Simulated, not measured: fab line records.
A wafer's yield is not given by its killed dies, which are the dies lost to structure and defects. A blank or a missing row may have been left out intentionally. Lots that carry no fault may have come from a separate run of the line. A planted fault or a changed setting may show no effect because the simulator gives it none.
Comparing a struck lot with a sound one || flow sky130 || 24 out of 708 route steps
Sound: the wafers L247.1, L247.4, L247.6. Struck: wafers L255.1, L255.6 (left out: L255.2, a lot-mate that was not struck); the cause follows at the end.
At each step with rows: each side's tool, then ch and its chambers, then its first start. Under that, the readings that differ: sound wafers || struck wafers || difference of the means || sigmas: that difference in standard deviations of wafers without a fault.
alike: a reading whose means differ by less than 2 such deviations, as well as words and numbers matching on both sides. not compared: withheld readings; readings where some wafer has no value; bounds like >300 that might hide an equal value; numbers whose values overlap and for which the record gives no deviation.
Wherever a step has rows on one side only, a row that says differs or no value, or a row with sigmas, the two part there. Non-overlapping numbers with no deviation appear without sigmas and do not part them. Lack of a reading on every wafer of one side parts them only where that side has two or more wafers.

first, 8 steps without rows for these wafers: SKY_RES_XHIGH_DEHYDRATE_00 (time 60 s); SKY_RES_XHIGH_HMDS_01 (prime time 60 s); SKY_RES_XHIGH_COAT_02 (resist thk 1140 nm); SKY_RES_XHIGH_SOFTBAKE_03 (time 60 s); SKY_RES_XHIGH_EXPOSE_04 (exposes mask URPM, target cd 1270 nm); SKY_RES_XHIGH_PEB_05; SKY_RES_XHIGH_DEVELOP_06 (develop time 60 s); SKY_RES_XHIGH_IMPLANT_07.
SKY_RES_XHIGH_STRIP_08: strips in O2/N2.
  sound on plasma asher-02 ch 0, day 28 05:05; struck on plasma asher-01 ch 1, day 30 13:16
  alike: drypump motor current A, oes product au, strip time to endpoint s
  not compared: rf hours counter h
SKY_RES_XHIGH_TW_MEAS_09:
  sound: film metro-02 at day 28 05:11; struck: film metro-01 at day 30 13:22
  alike: RES_XHIGH_TW
then, 2 steps without rows for these wafers: SKY_SD_N_DEHYDRATE_00 (time 60 s); SKY_SD_N_HMDS_01 (prime time 60 s).
SKY_SD_N_COAT_02: resist thk 1140 nm.
  sound on litho track-03 ch 0, day 28 19:22; struck on litho track-01 ch 0, day 31 03:23
{"reading": "dispense pressure kPa (kPa)", "sound": "54 54 54", "struck": "46 46", "difference": -8, "sigmas": -2}
{"reading": "model.NOVOLAK_of_SD_N_COAT_02.thk nm (nm)", "sound": "1142 1140 1141", "struck": "1103 1101", "difference": -39, "sigmas": ""}
then, 3 steps without rows for these wafers: SKY_SD_N_SOFTBAKE_03 (time 60 s); SKY_SD_N_EXPOSE_04 (exposes mask NSDM, target cd 380 nm); SKY_SD_N_PEB_05.
SKY_SD_N_DEVELOP_06: develop time 60 s.
  sound on litho track-04 ch 0, day 29 09:31; struck on litho track-04 ch 0, day 31 16:52
{"reading": "model.NOVOLAK_of_SD_N_COAT_02.thk nm (nm)", "sound": "1142 1139 1140", "struck": "1103 1101", "difference": -38, "sigmas": ""}
  alike: developer temp C
SKY_SD_N_CD_MEAS_07: the cd target is 380 nm.
  sound: cd sem-02 at day 29 09:40; struck: cd sem-01 at day 31 17:05
  alike: cd nm
SKY_SD_N_OVL_MEAS_08:
  sound: overlay-01 at day 29 09:47; struck: overlay-01 at day 31 17:12
  alike: SD_N_OVL
then, 2 steps without rows for these wafers: SKY_SD_N_IMPLANT_09; SKY_SD_N_IMPLANT_10.
SKY_SD_N_STRIP_11: strips in O2/N2.
  sound on plasma asher-03 ch 0,1, day 29 10:08; struck on plasma asher-03 ch 0,1, day 31 17:32
{"reading": "strip time to endpoint s (s)", "sound": "22.56 22.55 22.56", "struck": "22.12 22.14", "difference": -0.43, "sigmas": -9}
  alike: drypump motor current A, oes product au
  not compared: rf hours counter h
SKY_SD_N_TW_MEAS_12:
  sound: film metro-04 at day 29 10:14; struck: film metro-04 at day 31 17:38
  alike: SD_N_TW
-- here the record skips 17 days between the struck wafers' starts before and after, leaving off in module SD_N and picking up in module PAD_OPEN (first step shown: number 708 of the route) --
SKY_PAD_OPEN_PROBE_99:
  sound: prober-01 at day 47 02:15; struck: prober-02 at day 48 17:08
  alike: killed_at_M0_to_M3, killed_at_M4_up, killed at contacts, killed at front end, killed at other, killed dies, killed open, killed short

WHERE THEY PART
First at SKY_SD_N_COAT_02; last, within this record, at SKY_SD_N_STRIP_11. Later steps at which nothing parts them and some readings are alike: SKY_SD_N_TW_MEAS_12, SKY_PAD_OPEN_PROBE_99.

WHY: whatever the simulator had introduced
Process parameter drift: litho track-01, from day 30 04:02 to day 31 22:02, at SKY_SD_N_COAT_02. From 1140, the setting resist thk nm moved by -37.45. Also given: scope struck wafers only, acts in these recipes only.
